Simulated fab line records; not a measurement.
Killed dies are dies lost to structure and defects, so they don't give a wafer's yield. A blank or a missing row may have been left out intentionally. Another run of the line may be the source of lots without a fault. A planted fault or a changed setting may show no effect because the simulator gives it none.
Problem report in the 8D (eight disciplines) form, filled by code / flow sfq-line / the parts of the form that need people (team, actions taken, sign-off) are left out

== 1. THE PROBLEM ==
At SFQ_TRILAYER_C5_ETCH_VIA_ETCH_154, oes-product-au averages 0.834 a.u. over 5 wafers from 2 lots, while fault-free wafers read 0.895 a.u., standard deviation 0.007. Measured from the usual mean, that is -8.7 standard deviations.
The step: etches SiO2 in CHF3, stops on Nb, target depth 84 nm.
First seen on wafer L966.2, day 72 23:38, on rie-diel-01. The record holds 41 wafers of 14 lots with a number at this step. Rule for "out" (also "out of limits"): further than 4 standard deviations from the usual mean. The rest of the wafers with a number are treated as sound.

== 2. WHAT IT IS; WHAT IT IS NOT ==
question=which readings at this step | is=oes-product-au | is not=drypump-motor-current-A
question=which lots | is=L966, L967 | is not=L949, L950, L952, L953, L954, L955, L956, L957, L958, L962, L964, L970
question=which wafers of those lots | is=all that have a number | is not=-
question=read on which tools | is=rie-diel-01, rie-diel-04 | is not=rie-diel-02
question=when | is=from day 72 23:38 | is not=up to then (33 sound wafers); but 3 sound wafers of L970 came after

== 3. THE SUSPECTS, EACH WITH WHAT RULES IT OUT ==
Counting: a tool stays on the suspect list if, at a process step up to the reading, it processed all lots that are out and no sound lot following the first of them.
- pecvd-03 at SFQ_TRILAYER_A5C_DEP_PECVD_142 (deposits SiO2 from SiH4/N2O, time 15.556 s, target thk 70 nm): kept. It ran every lot that is out, first L966 (day 68 05:31), and no sound lot after that; its last sound lot up to then is L962 (day 66 21:07).
Left after counting: pecvd-03 at SFQ_TRILAYER_A5C_DEP_PECVD_142.

== 4. THE CAUSE (what the simulator had put in) ==
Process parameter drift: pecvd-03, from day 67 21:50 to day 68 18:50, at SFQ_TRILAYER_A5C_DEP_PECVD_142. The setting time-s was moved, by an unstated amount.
Counting left only this tool.

== 5. SEQUENCE OF EFFECTS, ordered by route ==
Each row: a reading where the mean over the struck wafers with a number is more than 3 standard deviations away from the usual. Only readings whose record carries a usual standard deviation are examined. hours: median over the lots of the time between each lot's start at the first step of this table that gives one and its start at this step. sigmas: the change, counted in usual standard deviations.
hours=0; step=SFQ_TRILAYER_C5_ETCH_VIA_ETCH_154; reading=oes-product-au; usual=0.895 a.u.; on struck wafers=0.834; change=-0.061; sigmas=-8.7
Process steps it contains:
- SFQ_TRILAYER_C5_ETCH_VIA_ETCH_154: etches SiO2 in CHF3, stops on Nb, target depth 84 nm.

== 6. WHAT WOULD HAVE CAUGHT IT SOONER ==
The fault began at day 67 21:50; the first out-of-limits reading in this record came at day 72 23:38, 122 hours later.
Of the tool readings at SFQ_TRILAYER_A5C_DEP_PECVD_142 for which the record gives a usual standard deviation, none was out on any struck wafer, so an alarm limit of 4 standard deviations on them would not have fired.
By day 72 23:38, every lot that is out (2) had started SFQ_TRILAYER_A5C_DEP_PECVD_142 on pecvd-03. None of them would have been spared by holding the tool at that moment.
